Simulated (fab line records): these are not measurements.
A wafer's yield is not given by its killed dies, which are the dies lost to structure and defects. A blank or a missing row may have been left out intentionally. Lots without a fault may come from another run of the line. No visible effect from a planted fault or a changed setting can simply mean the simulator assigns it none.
fab line records	flow sky130
record: lots: 6	wafers: 18	lastDay: 50
route steps=708 shown VIA2@527 METAL3@532 CAPM@537
lots that met no fault: from a run of the same line without faults
startH: start of the lot's first displayed wafer, in hours after the record's first day	waitH: hours since the lot's step before	" the same as in the row above	L1.1+2: a row that stands for several wafers	- no value, or no start was given	* or withheld: withheld	< > ~ a bound
route shown NAME@n: NAME is a module with steps in the file, n the number in the route of the first one	usual: mean/standard deviation of fault-free wafers	same: alike in all rows	chamber/n: place in a boat	sites: each site's reading	_std_site: how widely they spread, as a standard deviation	_edge_site: the outer-site mean with the inner-site mean subtracted	radiusMm: how far each site lies from the wafer's centre	mask NAME#n: copy n	behind: the tool/chamber that last shaped the wafer	hold: why the lot was held/for how many hours/how that ended	device: the n, p or np transistor that did not switch	end of line: tests run on the same wafers once the route is complete	where a step has no rows: the recipe by itself	killed: count of dies lost to structure and defects at first sort (not the wafer's yield)	map: dies across one wafer; x = killed, . = not, _ = none there
set.NAME: the setting that was run; set.NAME@STEP: the one run at that earlier step	model.NAME: the simulator's own value behind a step, which no gauge read
lots seen at some steps along the route; tables by step, rows by wafer
services: the hour from which a tool's chamber was out of use, counted from the record's first day as startH (under 0 if before that day), plus the number of hours and why
== steps ==
step: SKY_VIA2_SPUTTER_20
recipe: material: TiN	targetThkNm: 20	chamberPressurePa: 5	powerW: 4000	timeS: 80
usual: cathodeDcPowerW: 4000.1/0.75	chamberPressurePa: 5.000/0.0095	throttleValvePct: 31.0/1.1
lot.wafer	tool	chamber	startH	waitH	cathodeDcPowerW	chamberPressurePa	throttleValvePct
L373.1	pvdSputter-03	-	913.20	0.0	4000.6	5.008	32.0
L373.3	"	-	"	"	4000.4	5.003	30.2
L373.4	"	-	"	"	3999.1	4.988	32.2
L374.2	pvdSputter-04	-	915.80	0.0	4001.3	5.013	30.5
L374.5	"	-	"	"	4000.4	4.998	32.6
L374.6	"	-	"	"	4000.4	5.006	31.7
L382.1	pvdSputter-02	-	979.14	0.0	3999.4	5.004	29.2
L382.4	"	-	"	"	4002.1	4.989	29.7
L382.5	"	-	"	"	4000.1	4.993	30.6
L381.1	pvdSputter-03	-	981.15	0.0	4000.6	4.988	32.0
L381.2	"	-	"	"	4000.9	4.987	29.9
L381.4	"	-	"	"	4001.3	5.008	30.4
L384.2	pvdSputter-02	-	989.29	0.0	4000.1	5.009	31.1
L384.3	"	-	"	"	4000.9	5.008	30.6
L384.6	"	-	"	"	3999.3	5.006	30.9
L387.4	pvdSputter-04	-	1013.50	0.0	3999.4	5.010	32.7
L387.5	"	-	"	"	3999.8	4.979	31.8
L387.6	"	-	"	"	3999.9	5.001	29.9
step: SKY_VIA2_CVD_21
recipe: material: W	targetThkNm: 420	timeS: 126.4	tempC: 400	pressureTorr: 40
usual: heaterPowerW: 811/120
lot.wafer	tool	chamber	startH	waitH	heaterPowerW
L373.1	cvdW-02	0	913.26	0.0	665
L373.3	"	1	"	"	1031
L373.4	"	0	"	"	674
L374.2	cvdW-02	0	915.86	0.0	683
L374.5	"	0	"	"	671
L374.6	"	1	"	"	1056
L382.1	cvdW-01	0	979.20	0.0	831
L382.4	"	1	"	"	741
L382.5	"	1	"	"	729
L381.1	cvdW-01	0	981.21	0.0	858
L381.2	"	1	"	"	750
L381.4	"	1	"	"	741
L384.2	cvdW-01	1	989.35	0.0	747
L384.3	"	1	"	"	744
L384.6	"	0	"	"	840
L387.4	cvdW-01	1	1013.60	0.1	714
L387.5	"	0	"	"	816
L387.6	"	1	"	"	729
step: SKY_VIA2_RS_MEAS_22
recipe: thkMeasGauge: four-point-probe	reads: W_of_VIA2_CVD_21+TiN_of_VIA2_SPUTTER_20
usual: VIA2_W_RS: 0.271/0.0032
lot.wafer	tool	chamber	startH	waitH	VIA2_W_RS[ohm/sq]
L373.1	filmMetro-02	-	913.39	0.1	0.267
L373.3	"	-	"	"	0.269
L373.4	"	-	"	"	0.267
L374.2	filmMetro-04	-	916.01	0.1	0.271
L374.5	"	-	"	"	0.272
L374.6	"	-	"	"	0.276
L382.1	filmMetro-04	-	979.33	0.1	0.273
L382.4	"	-	"	"	0.273
L382.5	"	-	"	"	0.271
L381.1	filmMetro-02	-	981.34	0.1	0.274
L381.2	"	-	"	"	0.277
L381.4	"	-	"	"	0.272
L384.2	filmMetro-02	-	989.50	0.1	0.274
L384.3	"	-	"	"	0.272
L384.6	"	-	"	"	0.276
L387.4	filmMetro-01	-	1013.75	0.1	0.273
L387.5	"	-	"	"	0.274
L387.6	"	-	"	"	0.276
step: SKY_VIA2_THK_MEAS_23
recipe: thkMeasGauge: xrf	reads: W_of_VIA2_CVD_21
usual: VIA2_W_THK: 432/7.8
lot.wafer	tool	chamber	startH	waitH	VIA2_W_THK[nm]
L373.1	filmMetro-02	-	913.51	0.1	447
L373.3	"	-	"	"	446
L373.4	"	-	"	"	448
L374.2	filmMetro-04	-	916.12	0.1	426
L374.5	"	-	"	"	421
L374.6	"	-	"	"	418
L382.1	filmMetro-04	-	979.45	0.1	431
L382.4	"	-	"	"	427
L382.5	"	-	"	"	430
L381.1	filmMetro-02	-	981.46	0.1	439
L381.2	"	-	"	"	432
L381.4	"	-	"	"	439
L384.2	filmMetro-02	-	989.61	0.1	437
L384.3	"	-	"	"	444
L384.6	"	-	"	"	435
L387.4	filmMetro-01	-	1013.84	0.1	428
L387.5	"	-	"	"	427
L387.6	"	-	"	"	422
step: SKY_VIA2_CMP_24
recipe: stopOn: SiO2	tOverpolishS: 20	downForcePsi: 3.5	platenRpm: 60	targetThkNm: 0	padVelocityMS: 0.94248
usual: edgeZonePressureFrac: 1.000/0.0056	motorCurrentA: 10.1/0.99	overpolishRunS: 20.000/0.009	retainingRingPressureFrac: 0.999/0.0047	timeToEndpointS: 100/3.6
lot.wafer	tool	chamber	startH	waitH	edgeZonePressureFrac	motorCurrentA	overpolishRunS	retainingRingPressureFrac	timeToEndpointS
L373.4	cmp-01	2	916.00	2.4	0.992	9.6	20.000	0.995	107
L373.3	"	3	"	"	0.999	8.8	20.008	0.998	107
L373.1	"	1	"	"	0.994	11.6	19.996	0.998	102
L374.2	cmp-02	2	916.43	0.3	0.996	11.0	19.997	0.996	101
L374.6	"	2	"	"	1.000	10.6	19.993	1.001	98
L374.5	"	3	"	"	0.997	9.6	19.996	1.003	104
L382.1	cmp-01	0	979.51	0.1	0.999	9.0	20.005	0.995	98
L382.4	"	2	"	"	0.994	9.8	19.999	0.995	102
L382.5	"	1	"	"	0.996	11.0	19.992	0.997	97
L381.4	cmp-01	1	981.60	0.1	1.004	11.6	20.005	0.991	100
L381.2	"	2	"	"	1.001	10.5	20.009	1.000	94
L381.1	"	3	"	"	0.997	8.3	19.996	0.990	98
L384.3	cmp-02	1	989.71	0.1	1.000	11.2	19.991	1.002	99
L384.2	"	3	"	"	0.995	9.6	20.003	1.005	104
L384.6	"	0	"	"	1.005	10.3	20.009	0.999	101
L387.4	cmp-01	0	1014.02	0.2	1.000	9.1	19.979	0.997	95
L387.5	"	1	"	"	0.997	11.7	19.999	1.000	101
L387.6	"	2	"	"	1.000	10.0	19.993	1.012	100
step: SKY_METAL3_SPUTTER_00
recipe: material: Ti	targetThkNm: 15	powerW: 3000	timeS: 10	chamberPressurePa: 0.4
step: SKY_METAL3_SPUTTER_01
recipe: material: TiN	targetThkNm: 20	powerW: 6500	timeS: 16.7	chamberPressurePa: 0.4
usual: cathodeDcPowerW: 6500.0/1.2	chamberPressurePa: 0.3999/0.00077	throttleValvePct: 31.0/1.1
lot.wafer	tool	chamber	startH	waitH	cathodeDcPowerW	chamberPressurePa	throttleValvePct
L373.1	pvdSputter-03	-	916.32	0.0	6501.5	0.4008	29.6
L373.3	"	-	"	"	6500.5	0.4000	32.2
L373.4	"	-	"	"	6501.8	0.4012	31.9
L374.2	pvdSputter-04	-	916.75	0.0	6500.4	0.4001	30.8
L374.5	"	-	"	"	6502.1	0.4017	32.6
L374.6	"	-	"	"	6499.4	0.3988	31.9
L382.1	pvdSputter-04	-	979.84	0.0	6499.8	0.4004	29.6
L382.4	"	-	"	"	6501.7	0.4005	31.9
L382.5	"	-	"	"	6500.3	0.3992	29.4
L381.1	pvdSputter-04	-	981.92	0.0	6502.1	0.3984	31.7
L381.2	"	-	"	"	6498.8	0.3993	31.0
L381.4	"	-	"	"	6499.5	0.3989	32.1
L384.2	pvdSputter-01	-	989.99	0.0	6500.1	0.4009	32.1
L384.3	"	-	"	"	6499.3	0.4009	30.2
L384.6	"	-	"	"	6499.6	0.3984	31.4
L387.4	pvdSputter-03	-	1014.19	0.0	6500.0	0.3992	32.2
L387.5	"	-	"	"	6499.3	0.4005	29.7
L387.6	"	-	"	"	6500.1	0.3998	32.0
step: SKY_METAL3_SPUTTER_02
recipe: material: AlCu	targetThkNm: 735	powerW: 10600	timeS: 39.1	chamberPressurePa: 0.4
step: SKY_METAL3_SPUTTER_03
recipe: material: Ti	targetThkNm: 5	powerW: 3000	timeS: 3.3	chamberPressurePa: 0.4
usual: cathodeDcPowerW: 3000.0/0.54	chamberPressurePa: 0.4002/0.00084	throttleValvePct: 31.0/1.1
lot.wafer	tool	chamber	startH	waitH	cathodeDcPowerW	chamberPressurePa	throttleValvePct
L373.1	pvdSputter-03	-	916.39	0.0	3000.5	0.3990	29.7
L373.3	"	-	"	"	3000.0	0.4001	31.7
L373.4	"	-	"	"	2999.6	0.3994	32.1
L374.2	pvdSputter-04	-	916.82	0.0	3000.0	0.4017	31.1
L374.5	"	-	"	"	2999.0	0.4014	32.2
L374.6	"	-	"	"	3000.9	0.3995	31.8
L382.1	pvdSputter-04	-	979.90	0.0	3000.1	0.4005	29.6
L382.4	"	-	"	"	3000.0	0.3994	31.8
L382.5	"	-	"	"	3001.0	0.3997	29.3
L381.1	pvdSputter-04	-	981.98	0.0	3001.0	0.4013	31.8
L381.2	"	-	"	"	3000.0	0.4007	30.7
L381.4	"	-	"	"	2999.4	0.4001	32.5
L384.2	pvdSputter-01	-	990.05	0.0	3000.0	0.3989	31.5
L384.3	"	-	"	"	3000.8	0.4003	30.3
L384.6	"	-	"	"	3000.6	0.4006	31.5
L387.4	pvdSputter-03	-	1014.25	0.0	2999.8	0.4010	31.8
L387.5	"	-	"	"	2999.8	0.3985	29.7
L387.6	"	-	"	"	2999.9	0.4018	31.8
step: SKY_METAL3_SPUTTER_04
recipe: material: TiN	targetThkNm: 70	powerW: 6500	timeS: 58.3	chamberPressurePa: 0.4
step: SKY_CAPM_CVD_00
recipe: material: SiO2	targetThkNm: 15.5	tempC: 400	timeS: withheld	rfW: 450
step: SKY_CAPM_THK_MEAS_01
recipe: reads: SiO2_of_CAPM_CVD_00
usual: CAPM_CVD_00_THK: 15.48/0.23
lot.wafer	tool	chamber	startH	waitH	CAPM_CVD_00_THK[nm]
L373.1	filmMetro-04	-	916.49	-	15.49
L373.3	"	-	"	"	15.57
L373.4	"	-	"	"	15.68
L374.2	filmMetro-04	-	916.92	-	15.42
L374.5	"	-	"	"	15.82
L374.6	"	-	"	"	15.46
L382.1	filmMetro-04	-	979.99	-	15.26
L382.4	"	-	"	"	15.43
L382.5	"	-	"	"	15.59
L381.1	filmMetro-04	-	982.08	-	15.18
L381.2	"	-	"	"	15.34
L381.4	"	-	"	"	15.29
L384.2	filmMetro-04	-	990.16	-	15.01
L384.3	"	-	"	"	15.58
L384.6	"	-	"	"	15.56
L387.4	filmMetro-03	-	1014.38	-	15.40
L387.5	"	-	"	"	15.53
L387.6	"	-	"	"	15.60
step: SKY_CAPM_SPUTTER_02
recipe: material: TiN	targetThkNm: 200	tempC: 300	powerW: 6500	timeS: 166.7	chamberPressurePa: 0.4
usual: cathodeDcPowerW: 6500.0/1.2	chamberPressurePa: 0.4000/0.00084	throttleValvePct: 30.4/1
lot.wafer	tool	chamber	startH	waitH	cathodeDcPowerW	chamberPressurePa	throttleValvePct
L373.1	pvdSputter-01	-	916.55	0.1	-	-	-
L373.3	"	-	"	"	-	-	-
L373.4	"	-	"	"	-	-	-
L374.2	pvdSputter-02	-	916.97	0.0	-	-	-
L374.5	"	-	"	"	-	-	-
L374.6	"	-	"	"	-	-	-
L382.1	pvdSputter-02	-	980.05	0.1	6500.5	0.4005	29.8
L382.4	"	-	"	"	6499.6	0.4005	29.2
L382.5	"	-	"	"	6500.3	0.4002	29.7
L381.1	pvdSputter-02	-	982.14	0.1	6498.6	0.3997	29.2
L381.2	"	-	"	"	6498.9	0.3999	31.3
L381.4	"	-	"	"	6499.1	0.3992	30.0
L384.2	pvdSputter-02	-	990.21	0.0	6500.4	0.4014	30.3
L384.3	"	-	"	"	6498.7	0.3990	29.1
L384.6	"	-	"	"	6502.7	0.4008	29.8
L387.4	pvdSputter-02	-	1014.41	0.0	6499.9	0.4006	30.5
L387.5	"	-	"	"	6501.0	0.3997	29.3
L387.6	"	-	"	"	6501.9	0.4006	29.7
step: SKY_CAPM_RS_MEAS_03
recipe: thkMeasGauge: four-point-probe	reads: TiN_of_CAPM_SPUTTER_02
usual: CAPM_TIN_RS: 6.90/0.069
lot.wafer	tool	chamber	startH	waitH	CAPM_TIN_RS[ohm/sq]
L373.1	filmMetro-02	-	916.66	0.1	-
L373.3	"	-	"	"	-
L373.4	"	-	"	"	-
L374.2	filmMetro-04	-	917.09	0.1	-
L374.5	"	-	"	"	-
L374.6	"	-	"	"	-
L382.1	filmMetro-02	-	980.16	0.1	7.01
L382.4	"	-	"	"	7.01
L382.5	"	-	"	"	7.01
L381.1	filmMetro-04	-	982.25	0.1	6.99
L381.2	"	-	"	"	6.91
L381.4	"	-	"	"	6.96
L384.2	filmMetro-03	-	990.34	0.1	6.94
L384.3	"	-	"	"	6.93
L384.6	"	-	"	"	7.00
L387.4	filmMetro-04	-	1014.58	0.1	6.88
L387.5	"	-	"	"	6.90
L387.6	"	-	"	"	6.92
step: SKY_CAPM_THK_MEAS_04
recipe: thkMeasGauge: xrf	reads: TiN_of_CAPM_SPUTTER_02
usual: CAPM_TIN_THK: 199.1/2.2
lot.wafer	tool	chamber	startH	waitH	CAPM_TIN_THK[nm]
L373.1	filmMetro-02	-	916.78	0.1	<0.0
L373.3	"	-	"	"	<0.0
L373.4	"	-	"	"	<0.0
L374.2	filmMetro-04	-	917.20	0.1	<0.0
L374.5	"	-	"	"	<0.0
L374.6	"	-	"	"	<0.0
L382.1	filmMetro-02	-	980.28	0.1	195.9
L382.4	"	-	"	"	195.8
L382.5	"	-	"	"	196.4
L381.1	filmMetro-04	-	982.37	0.1	197.2
L381.2	"	-	"	"	199.1
L381.4	"	-	"	"	198.4
L384.2	filmMetro-03	-	990.45	0.1	200.4
L384.3	"	-	"	"	198.9
L384.6	"	-	"	"	198.8
L387.4	filmMetro-04	-	1014.67	0.1	199.2
L387.5	"	-	"	"	198.9
L387.6	"	-	"	"	196.7
step: SKY_CAPM_DEHYDRATE_05
recipe: tempC: 200	timeS: 60
step: SKY_CAPM_HMDS_06
recipe: primeTimeS: 60	primeTempC: 120
step: SKY_CAPM_COAT_07
recipe: resist: NOVOLAK	spinRpm: 3000	resistThkNm: 1140
step: SKY_CAPM_SOFTBAKE_08
recipe: tempC: 90	timeS: 60	resist: NOVOLAK
step: SKY_CAPM_EXPOSE_09
recipe: maskId: CAPM	na: 0.6	sourceShape: conventional	sigmaOuter: 0.6	polarization: unpolarized	targetCdNm: 1000	doseMj: 159
step: SKY_CAPM_PEB_10
recipe: tempC: withheld	timeS: *	resist: NOVOLAK
step: SKY_CAPM_DEVELOP_11
recipe: resist: NOVOLAK	developer: TMAH	developTimeS: 60	devTempC: 23
step: SKY_CAPM_OVL_MEAS_12
usual: CAPM_OVL: -0.2/1.6
lot.wafer	tool	chamber	startH	waitH	CAPM_OVL[nm]
L373.1	overlay-01	-	940.47	0.1	1.4
L373.3	"	-	"	"	3.1
L373.4	"	-	"	"	3.4
L374.2	overlay-02	-	940.78	0.1	-0.5
L374.5	"	-	"	"	-2.5
L374.6	"	-	"	"	-1.3
L382.1	overlay-01	-	1003.93	0.1	0.8
L382.4	"	-	"	"	-0.3
L382.5	"	-	"	"	0.7
L381.1	overlay-01	-	1005.67	0.1	0.2
L381.2	"	-	"	"	0.6
L381.4	"	-	"	"	-0.9
L384.2	overlay-01	-	1012.95	0.1	-1.4
L384.3	"	-	"	"	-1.2
L384.6	"	-	"	"	-0.8
L387.4	overlay-01	-	1037.04	0.1	-0.7
L387.5	"	-	"	"	-1.8
L387.6	"	-	"	"	0.1
step: SKY_CAPM_METAL_ETCH_13
recipe: targetDepthNm: 220	stopOn: SiO2	chemistry: Cl2/BCl3	target: TiN	pressureMtorr: 10	icpW: 900	biasW: 48.5	Cl2_flow_sccm: 60	bcl3FlowSccm: 30	timeS: 62.9
usual: drypumpMotorCurrentA: 5.9/0.4	oesProductAu: 0.942/0.0075	throttleValvePct: 21.900/0.01
lot.wafer	tool	chamber	startH	waitH	drypumpMotorCurrentA	oesProductAu	rfHoursCounterH	throttleValvePct
L373.1	rieMetal-01	0	940.51	0.0	6.4	0.374	11	22.271
L373.3	"	0	"	"	6.4	0.375	-	22.262
L373.4	"	0	"	"	6.4	0.378	-	22.248
L374.2	rieMetal-03	1	940.81	0.0	5.9	0.374	1	22.256
L374.5	"	0	"	"	5.6	0.372	-	22.275
L374.6	"	1	"	"	6.0	0.373	-	22.252
L382.1	rieMetal-01	1	1003.96	0.0	5.2	0.932	2	21.889
L382.4	"	0	"	"	6.4	0.934	-	21.897
L382.5	"	1	"	"	5.2	0.937	-	21.902
L381.1	rieMetal-03	1	1005.71	0.0	6.0	0.937	4	21.889
L381.2	"	0	"	"	5.6	0.945	15	21.916
L381.4	"	1	"	"	5.9	0.937	-	21.893
L384.2	rieMetal-03	0	1012.98	0.0	5.6	0.941	16	21.897
L384.3	"	0	"	"	5.6	0.930	-	21.896
L384.6	"	0	"	"	5.6	0.929	-	21.910
L387.4	rieMetal-04	0	1037.09	0.0	6.1	0.947	-	21.881
L387.5	"	0	"	"	6.1	0.948	-	21.890
L387.6	"	1	"	"	6.0	0.945	-	21.925
step: SKY_CAPM_STRIP_14
recipe: chemistry: O2/N2	powerW: 1400	pressureMtorr: 1500	platenTempC: withheld	o2FlowSccm: 3000	n2FlowSccm: 300	overashFraction: 0.5
== services ==
tool	chamber	startH	hours	kind
cvdW-02	0	889.49	6.0	repair
rieMetal-01	-	893.41	1.4	pm
pvdSputter-02	-	893.60	1.5	repair
cmp-01	-	895.81	3.2	repair
cvdW-01	-	904.00	14.0	pm
cvdW-01	0	904.00	14.0	ventCycle
cvdW-01	-	904.35	1.4	repair
cmp-01	-	906.08	2.2	repair
cmp-01	-	912.00	4.0	pm
cmp-02	-	913.09	3.3	repair
pvdSputter-03	1	916.95	-	consumableReplace:kit
pvdSputter-03	1	916.95	18.0	scheduledDown
pvdSputter-03	1	916.95	18.0	ventCycle
cmp-02	-	919.54	1.3	repair
rieMetal-04	-	940.30	0.7	repair
rieMetal-04	-	951.42	2.2	repair
cmp-02	-	957.48	1.2	repair
cmp-02	-	960.74	21.9	repair
pvdSputter-04	1	982.71	-	consumableReplace:kit
pvdSputter-04	1	982.71	18.0	scheduledDown
pvdSputter-04	1	982.71	18.0	ventCycle
rieMetal-01	-	996.49	0.4	repair
cvdW-01	0	1015.93	6.7	repair
rieMetal-03	-	1031.37	1.9	repair
== key ==
firstSign: step: SKY_CAPM_SPUTTER_02	reading: toolRecord	direction: missing
effect: step: SKY_CAPM_RS_MEAS_03	reading: CAPM_TIN_RS	direction: missing
effect: step: SKY_CAPM_THK_MEAS_04	reading: CAPM_TIN_THK	direction: down	sigmas: 91	usual: 199.1	struck: <0.0
effect: step: SKY_CAPM_METAL_ETCH_13	reading: oesProductAu	direction: down	sigmas: 75	usual: 0.942	struck: 0.375
metAt SKY_CAPM_SPUTTER_02
struckWafers L373.1,L373.3,L373.4,L374.2,L374.5,L374.6
laterRowsLeftOut L373.1,L373.3,L373.4,L374.2,L374.5,L374.6
sortLeftOut L373.1,L373.3,L373.4,L374.2,L374.5,L374.6
fault: kind: skippedStepWhole	tool: pvdSputter-01,pvdSputter-02	chamber: -	onsetH: 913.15	steps: SKY_CAPM_SPUTTER_02	scope: struckLotsOnly
sortLeftOut: the simulated sort isn't trusted on such a fault, so these wafers' sort isn't shown, and their yield isn't known
laterRowsLeftOut: the simulator's readings of these wafers behind a module that went badly wrong aren't trusted and aren't shown, but for the sort
